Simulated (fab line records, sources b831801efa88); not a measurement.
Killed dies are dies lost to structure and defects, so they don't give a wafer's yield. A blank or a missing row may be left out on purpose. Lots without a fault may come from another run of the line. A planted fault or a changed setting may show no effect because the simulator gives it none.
Which tool did it? | flow sky130 | 11 lots, 33 wafers sampled, at 5 steps of a route of 708

WHAT THE GAUGES READ, wafer by wafer
SKY_METAL2_THK_MEAS_06: measures by xrf. Usual: METAL2_ALCU_THK 255.2 nm, standard deviation 2.8.
lot  | measured     | on            | METAL2_ALCU_THK (nm) | flag
L653 | day 33 10:54 | film_metro-04 | 257.0 255.5 256.3    |
L655 | day 33 21:25 | film_metro-01 | 253.8 250.9 251.8    |
L656 | day 34 18:02 | film_metro-01 | 251.6 253.3 255.1    |
L658 | day 35 14:24 | film_metro-04 | 258.1 255.1 256.8    |
L662 | day 36 17:19 | film_metro-01 | 257.7 257.7 258.2    |
L666 | day 37 22:05 | film_metro-02 | 256.5 254.7 254.4    |
L671 | day 40 03:57 | film_metro-02 | 255.0 256.9 254.6    |
L672 | day 40 08:22 | film_metro-04 | 255.7 255.2 255.8    |
L674 | day 40 22:48 | film_metro-02 | 253.4 255.9 253.5    |
L675 | day 41 00:04 | film_metro-02 | 253.8 254.7 257.0    |
L676 | day 42 13:03 | film_metro-04 | 251.4 255.2 255.8    |

SKY_CAPM_THK_MEAS_01. Usual: CAPM_CVD_00_THK 15.57 nm, standard deviation 0.24.
lot  | measured     | on            | CAPM_CVD_00_THK (nm) | flag
L653 | day 35 19:14 | film_metro-02 | 15.93 15.85 15.93    |
L655 | day 36 04:46 | film_metro-03 | 15.62 15.68 15.84    |
L656 | day 37 02:52 | film_metro-04 | 15.25 15.41 15.31    |
L658 | day 37 21:50 | film_metro-03 | 15.88 15.77 14.66    |
L662 | day 38 23:50 | film_metro-02 | 14.50 16.16 14.87    |
L666 | day 40 03:34 | film_metro-02 | 15.17 15.54 15.55    |
L671 | day 42 08:07 | film_metro-02 | 15.45 15.65 15.39    |
L672 | day 42 12:28 | film_metro-03 | 15.46 15.64 15.85    |
L674 | day 43 01:23 | film_metro-03 | 15.51 15.81 15.72    |
L675 | day 43 02:49 | film_metro-04 | 15.34 15.57 15.69    |
L676 | day 44 12:41 | film_metro-04 | 15.15 15.45 15.37    |

WHICH TOOL RAN EACH LOT (tool, then ch and the chambers of the sampled wafers, then the start)
lot  | SKY_METAL2_SPUTTER_02        | SKY_VIA2_CVD_21               | SKY_CAPM_CVD_00
L653 | pvd_sputter-01, day 33 10:41 | cvd_w-02 ch 0,1, day 35 18:26 | pecvd-02 ch 1,2, day 35 19:11
L655 | pvd_sputter-02, day 33 21:11 | cvd_w-01 ch 0,1, day 36 04:01 | pecvd-01 ch 0,2, day 36 04:44
L656 | pvd_sputter-01, day 34 17:49 | cvd_w-02 ch 0,1, day 37 02:05 | pecvd-02 ch 0,1,2, day 37 02:51
L658 | pvd_sputter-02, day 35 14:11 | cvd_w-02 ch 0,1, day 37 21:03 | pecvd-04 ch 0,1,2, day 37 21:49
L662 | pvd_sputter-01, day 36 17:05 | cvd_w-02 ch 0, day 38 22:58   | pecvd-04 ch 0,1, day 38 23:49
L666 | pvd_sputter-03, day 37 21:51 | cvd_w-01 ch 0,1, day 40 02:48 | pecvd-01 ch 0,2, day 40 03:31
L671 | pvd_sputter-02, day 40 03:43 | cvd_w-01 ch 0,1, day 42 07:21 | pecvd-01 ch 1,2, day 42 08:05
L672 | pvd_sputter-01, day 40 08:08 | cvd_w-01 ch 0,1, day 42 11:43 | pecvd-04 ch 1,2, day 42 12:26
L674 | pvd_sputter-02, day 40 22:35 | cvd_w-02 ch 0,1, day 43 00:35 | pecvd-04 ch 1,2, day 43 01:21
L675 | pvd_sputter-01, day 40 23:51 | cvd_w-01 ch 0,1, day 43 02:01 | pecvd-01 ch 0,2, day 43 02:47
L676 | pvd_sputter-01, day 42 12:50 | cvd_w-01 ch 0,1, day 44 11:55 | pecvd-04 ch 0,1,2, day 44 12:40
- SKY_METAL2_SPUTTER_02: material AlCu, target thk 250 nm, time 13.3 s.
- SKY_VIA2_CVD_21: deposits W, target thk 420 nm, time 126.4 s.
- SKY_CAPM_CVD_00: deposits SiO2, target thk 15.5 nm.

WHAT THE TOOLS THEMSELVES READ (means of the sampled wafers that have a number; where no wafer has one, the mark that the record gives instead)
SKY_METAL2_SPUTTER_02. Usual: throttle_valve_pct 30.1 %, standard deviation 1.3.
lot  | tool           | throttle_valve_pct (%) | flag
L653 | pvd_sputter-01 | 30.2                   |
L655 | pvd_sputter-02 | 30.0                   |
L656 | pvd_sputter-01 | 30.1                   |
L658 | pvd_sputter-02 | 29.8                   |
L662 | pvd_sputter-01 | 29.5                   |
L666 | pvd_sputter-03 | 29.8                   |
L671 | pvd_sputter-02 | 30.0                   |
L672 | pvd_sputter-01 | 31.0                   |
L674 | pvd_sputter-02 | 29.4                   |
L675 | pvd_sputter-01 | 31.4                   |
L676 | pvd_sputter-01 | 30.0                   |

SKY_VIA2_CVD_21. Usual: heater_power_w 883 W, standard deviation 68.
lot  | tool     | heater_power_w (W) | flag
L653 | cvd_w-02 | 852                |
L655 | cvd_w-01 | 963                |
L656 | cvd_w-02 | 838                |
L658 | cvd_w-02 | 800                |
L662 | cvd_w-02 | 895                |
L666 | cvd_w-01 | 910                |
L671 | cvd_w-01 | 901                |
L672 | cvd_w-01 | 908                |
L674 | cvd_w-02 | 812                |
L675 | cvd_w-01 | 900                |
L676 | cvd_w-01 | 898                |

SKY_CAPM_CVD_00. Usual: heater_power_w 669 W, standard deviation 100.
lot  | tool     | heater_power_w (W) | flag
L653 | pecvd-02 | 687                |
L655 | pecvd-01 | 620                |
L656 | pecvd-02 | 645                |
L658 | pecvd-04 | 652                |
L662 | pecvd-04 | 727                |
L666 | pecvd-01 | 649                |
L671 | pecvd-01 | 663                |
L672 | pecvd-04 | 577                |
L674 | pecvd-04 | 628                |
L675 | pecvd-01 | 635                |
L676 | pecvd-04 | 655                |

THE ANSWER, worked out from the rows above alone
Rule: a lot is off if the mean of its wafers that have a number lies more than 3 standard deviations from the usual mean. A lot without any number at a reading at which 4 lots or more have one is off too. The other lots that the step has rows for count as sound. The gauges are gone through in route order, then the tools' own readings, and for those a lot's mean is taken as printed above. The first step at which some lot is off is used, and at that step the reading that is off furthest; a lot without a number counts as furthest.
No lot is off at any reading shown: from this, nothing can be told.

WHAT THE SIMULATOR HAD PUT IN
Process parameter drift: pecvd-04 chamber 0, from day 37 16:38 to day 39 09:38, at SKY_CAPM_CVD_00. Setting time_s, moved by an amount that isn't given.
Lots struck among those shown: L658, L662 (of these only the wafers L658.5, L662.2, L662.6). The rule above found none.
